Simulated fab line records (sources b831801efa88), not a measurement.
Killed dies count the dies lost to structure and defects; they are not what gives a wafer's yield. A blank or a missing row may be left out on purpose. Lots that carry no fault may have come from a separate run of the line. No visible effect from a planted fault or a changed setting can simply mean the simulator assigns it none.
A struck lot beside a sound one :: flow sfq-line :: 14 out of 325 route steps
Sound: these wafers, L121.1, L121.3, L121.5. Struck: wafer L134.6 (L134.1, L134.2, from the same lot, were not struck and are left out); the cause is given at the end.
Each step with rows lists, per side, the tool, then ch with its chambers, then its first start. Under that, the readings that differ: sound wafers :: struck wafers :: difference of the means :: sigmas: that difference in standard deviations of wafers without a fault.
alike: a reading whose means differ by less than 2 such deviations, as well as words and numbers matching on both sides. not compared: withheld readings; readings where some wafer has no value; bounds like >300 that might hide an equal value; numbers whose values overlap and for which the record gives no deviation.
A row with sigmas, a row that says differs or no value, or rows on one side alone: a step with any of these is where the two part. Non-overlapping numbers with no deviation appear without sigmas and do not part them. Lack of a reading on every wafer of one side parts them only where that side has two or more wafers.

first, 2 steps without rows for these wafers: SFQ_TRILAYER_C5_STRIP_SOLV_CLEAN_156 (cleans in NMP, time 600 s); SFQ_TRILAYER_M6_DEP_PRE_CLEAN_158 (time 22.5 s).
SFQ_TRILAYER_M6_DEP_SPUTTER_157: material Nb, target thk 200 nm, time 133.3 s.
  sound on pvd-sputter-06 at day 72 23:01; struck on pvd-sputter-06 at day 77 11:53
reading: throttle-valve-pct (%)
sound: 31.3 30.8 31.3
struck: 28.9
difference: -2.2
sigmas: -2
SFQ_M6_RS_MEAS_938: measures by four-point-probe.
  sound on film-metro-04 at day 72 23:06; struck on film-metro-04 at day 77 11:58
reading: M6_NB_RS (ohm/sq)
sound: 0.883 0.875 0.885
struck: 0.908
difference: +0.027
sigmas: +3
then, 6 steps without rows for these wafers: SFQ_TRILAYER_M6_LITHO_COAT_164 (resist thk 62 nm); SFQ_TRILAYER_M6_LITHO_COAT_159 (resist thk 600 nm); SFQ_TRILAYER_M6_LITHO_SOFTBAKE_163; SFQ_TRILAYER_M6_LITHO_EXPOSE_160 (exposes mask M6, target cd 500 nm); SFQ_TRILAYER_M6_LITHO_PEB_162 (peb time 60 s); SFQ_TRILAYER_M6_LITHO_DEVELOP_161 (time 60 s).
SFQ_M6_OVL_MEAS_940:
  sound on overlay-02 at day 73 05:04; struck on overlay-02 at day 77 18:00
  alike: M6_OVL
SFQ_TRILAYER_M6_BARC_OPEN_METAL_ETCH_206: etches BARC in O2, target depth 125 nm, time 41.7 s.
  sound on rie-metal-03 ch 0,1, day 73 05:07; struck on rie-metal-01 ch 0, day 77 18:02
reading: oes-product-au (a.u.)
sound: 0.683 0.685 0.684
struck: 0.880
difference: +0.196
sigmas: +47

reading: run-length-s (s)
sound: 69.7 69.9 69.5
struck: 59.0
difference: -10.7
sigmas: -29

reading: model.KrF_of_TRILAYER_M6_LITHO_COAT_159.thk-nm (nm)
sound: 521.3 522.2 522.3
struck: 532.1
difference: +10.2
sigmas: 
  alike: chamber-pressure-mTorr, drypump-motor-current-A
  not compared: bias-w, rf-hours-counter-h
SFQ_TRILAYER_M6_ETCH_METAL_ETCH_162: etches Nb in Cl2/Ar, stops on SiO2, target depth 240 nm, time 120 s.
  sound on rie-metal-03 ch 0,1, day 73 05:10; struck on rie-metal-01 ch 0, day 77 18:06
reading: oes-product-au (a.u.)
sound: 0.897 0.893 0.897
struck: 0.882
difference: -0.014
sigmas: -2

reading: run-length-s (s)
sound: 147.8 147.9 148.0
struck: 148.7
difference: +0.8
sigmas: +2

reading: model.KrF_of_TRILAYER_M6_LITHO_COAT_159.thk-nm (nm)
sound: 380.9 382.6 381.2
struck: 389.2
difference: +7.6
sigmas: 
  alike: bias-w, chamber-pressure-mTorr, drypump-motor-current-A
  not compared: rf-hours-counter-h
SFQ_TRILAYER_M6_STRIP_STRIP_163: strips in O2.
  sound on rie-metal-03 ch 0,1, day 73 05:17; struck on rie-metal-01 ch 0, day 77 18:13
  alike: chamber-pressure-mTorr, drypump-motor-current-A, oes-product-au
  not compared: rf-hours-counter-h

## WHERE THEY PART
First at SFQ_TRILAYER_M6_DEP_SPUTTER_157; last, within this record, at SFQ_TRILAYER_M6_ETCH_METAL_ETCH_162. Later steps at which nothing parts them and some readings are alike: SFQ_TRILAYER_M6_STRIP_STRIP_163.

WHY: the cause the simulator had injected
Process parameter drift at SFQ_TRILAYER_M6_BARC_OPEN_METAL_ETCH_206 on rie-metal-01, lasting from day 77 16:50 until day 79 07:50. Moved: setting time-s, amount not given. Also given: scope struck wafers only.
